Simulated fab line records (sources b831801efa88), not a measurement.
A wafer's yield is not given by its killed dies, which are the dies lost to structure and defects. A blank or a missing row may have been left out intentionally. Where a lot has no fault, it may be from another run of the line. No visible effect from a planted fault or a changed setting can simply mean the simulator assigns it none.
What tool caused it? | flow gf180mcu | route of 602 steps, sampled at 1 step: 6 lots, 18 wafers

== WHAT THE GAUGES READ, wafer by wafer ==
GF_CONTACT_OVL_MEAS_15.
lot  | measured     | on         | CONTACT_OVL (nm)
L569 | day 17 15:08 | overlay-01 | -6 8 3
L572 | day 18 15:53 | overlay-01 | -6 -7 -7
L576 | day 20 01:57 | overlay-02 | -1 -5 5
L580 | day 21 23:41 | overlay-02 | -3 -8 -1
L583 | day 22 20:31 | overlay-01 | -4 -3 9
L586 | day 23 18:10 | overlay-02 | 1 -7 -9

== WHAT TOOL EACH LOT RAN ON (gives the tool, then ch and the chambers of the sampled wafers, and finally the start) ==
There is no process step in the record ahead of these readings.

== THE ANSWER, worked out from the rows above alone ==
Rule: the lots themselves supply what counts as usual. Put in order of their means at a reading, lots are off if they are a third of the lots or fewer, leave a main group of 4 or more, and stand apart from it by a gap of 3 or more times the standard deviation of the main group's means; of several such gaps the widest counts. A main group is skipped when, at the precision printed for the reading in the tables above, its means are all equal. A lot without any number at a reading at which 4 lots or more have one is off too. Where the step has rows for the other lots, those lots are counted as sound.
Nothing can be told from this: no lot is off at any reading shown.

== WHAT WAS PUT IN BY THE SIMULATOR ==
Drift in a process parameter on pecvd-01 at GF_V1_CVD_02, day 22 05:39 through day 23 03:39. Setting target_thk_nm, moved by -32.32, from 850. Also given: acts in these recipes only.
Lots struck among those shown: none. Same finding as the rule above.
